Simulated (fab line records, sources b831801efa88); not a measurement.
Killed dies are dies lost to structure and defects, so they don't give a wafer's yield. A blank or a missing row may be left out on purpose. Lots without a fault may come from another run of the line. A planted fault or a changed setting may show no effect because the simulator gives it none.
Which tool did it? | flow sky130 | 6 lots, 18 wafers sampled, at 3 steps of a route of 708

WHAT THE GAUGES READ, wafer by wafer
SKY_VT_ADJUST_LVTN_OVL_MEAS_07.
lot  | measured     | on         | VT_ADJUST_LVTN_OVL (nm)
L775 | day 7 06:07  | overlay-02 | 0.5 0.0 0.6
L784 | day 9 21:50  | overlay-01 | - - -
L788 | day 11 02:04 | overlay-01 | -1.5 -1.7 -1.3
L790 | day 11 12:34 | overlay-02 | 0.6 -2.7 -1.2
L792 | day 12 01:37 | overlay-02 | 1.5 1.7 -0.5
L795 | day 13 06:14 | overlay-01 | -0.4 -0.1 -1.5

WHICH TOOL RAN EACH LOT (tool, then ch and the chambers of the sampled wafers, then the start)
lot  | SKY_DNWELL_STRIP_08                 | SKY_VT_ADJUST_LVTN_DEVELOP_06
L775 | plasma_asher-02 ch 0,1, day 3 12:31 | litho_track-04 ch 0, day 7 05:00
L784 | plasma_asher-01 ch 0,1, day 5 16:17 | litho_track-03 ch 0, day 9 21:00
L788 | plasma_asher-02 ch 0,1, day 6 14:14 | litho_track-04 ch 0, day 11 01:00
L790 | plasma_asher-02 ch 0,1, day 7 00:13 | litho_track-01 ch 0, day 11 12:00
L792 | plasma_asher-01 ch 0,1, day 7 08:53 | litho_track-01 ch 0, day 12 01:00
L795 | plasma_asher-04 ch 0,1, day 8 09:01 | litho_track-03 ch 0, day 13 06:00
- SKY_DNWELL_STRIP_08: strips in O2/N2.
- SKY_VT_ADJUST_LVTN_DEVELOP_06: develop time 60 s.

THE ANSWER, worked out from the rows above alone
Rule: what is usual is taken from the lots themselves. Put in order of their means at a reading, lots are off if they are a third of the lots or fewer, leave a main group of 4 or more, and stand apart from it by a gap of 3 or more times the standard deviation of the main group's means; of several such gaps the widest counts. A main group whose means are all the same, to the digits that the tables above print for the reading, isn't used. A lot without any number at a reading at which 4 lots or more have one is off too. The other lots that the step has rows for count as sound.
Off: L784, at SKY_VT_ADJUST_LVTN_OVL_MEAS_07 (VT_ADJUST_LVTN_OVL). Without a number there: L784. The main group: mean -0.4 nm, standard deviation 0.9.
A tool fits if, at a process step before that reading, it ran every lot that is off, and no sound lot after the first of them. The gauges at SKY_VT_ADJUST_LVTN_OVL_MEAS_07 are tried like those tools. None of those tried fits.

WHAT THE SIMULATOR HAD PUT IN
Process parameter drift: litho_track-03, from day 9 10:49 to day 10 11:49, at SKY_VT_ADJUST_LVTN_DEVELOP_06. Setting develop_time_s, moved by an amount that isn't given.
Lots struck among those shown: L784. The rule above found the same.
